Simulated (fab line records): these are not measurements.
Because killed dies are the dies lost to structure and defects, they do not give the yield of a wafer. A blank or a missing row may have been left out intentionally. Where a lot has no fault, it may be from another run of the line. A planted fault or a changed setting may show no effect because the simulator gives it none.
2 desks, one fault / flow sky130 / only its own numbers are on each desk; what lay behind them is given at the end

## DESK OF THE TOOL OWNER: rie-si-02
The tool's own readings at SKY_FIELD_ISO_ETCH_17 (etches Si in HBr/Cl2/O2, target depth 342 nm, time 97.7 s): means of the sampled wafers that have a number, for each lot that ran on this tool. Marked OUT: a lot whose mean sits more than 4 standard deviations from the usual mean, which makes it out of limits; the brackets give that distance.
Columns: A = drypump-motor-current-A at SKY_FIELD_ISO_ETCH_17, usual 5.6 A; B = oes-product-au at SKY_FIELD_ISO_ETCH_17, usual 1.004 a.u.; C = run-length-s at SKY_FIELD_ISO_ETCH_17, usual 126.0 s; D = throttle-valve-pct at SKY_FIELD_ISO_ETCH_17, usual 25.655 %
lot=L538; first seen here=day 3 13:11; A=5.4; B=1.004; C=126.0; D=25.653
lot=L543; first seen here=day 4 14:59; A=5.6; B=1.006; C=118.6 (-18) OUT; D=25.661
lot=L545; first seen here=day 5 02:23; A=5.4; B=0.997; C=119.1 (-17) OUT; D=25.660
This desk finds L543, L545 out of limits, L543 being first, at day 4 14:59 (run-length-s at SKY_FIELD_ISO_ETCH_17). L538: within limits.

## THE METROLOGY DESK
What the gauges read for every lot (on any tool): the sampled wafers with a number, averaged. Marked OUT: a lot whose mean sits more than 4 standard deviations from the usual mean, which makes it out of limits; the brackets give that distance.
Columns: A = cd-nm at SKY_FIELD_ISO_CD_MEAS_13, usual 149.4 nm
lot=L534; first seen here=day 2 16:59; A=151.2
lot=L538; first seen here=day 3 12:52; A=148.5
lot=L543; first seen here=day 4 14:40; A=148.9
lot=L545; first seen here=day 5 02:06; A=150.0
lot=L548; first seen here=day 5 16:45; A=149.5
lot=L551; first seen here=day 6 08:15; A=147.9
This desk's verdict: no lot among the 6 shows anything out of limits.

## PUT TOGETHER
The tool owner's desk had the chance to raise an alarm at day 4 14:59 on L543, L545.
At the metrology desk, nothing out of limits was observed.
The metrology desk has L543, L545 on record, within its limits.
SKY_FIELD_ISO_ETCH_17 was run on rie-si-02 by each of the lots named.

## WHAT THE SIMULATOR PUT IN
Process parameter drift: rie-si-02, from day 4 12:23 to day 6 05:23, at SKY_FIELD_ISO_ETCH_17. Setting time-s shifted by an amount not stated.
Shown lots that were struck: L543, L545.
Time in hours from fault onset to the first out-of-limits reading at each desk: the tool owner's desk, 3.
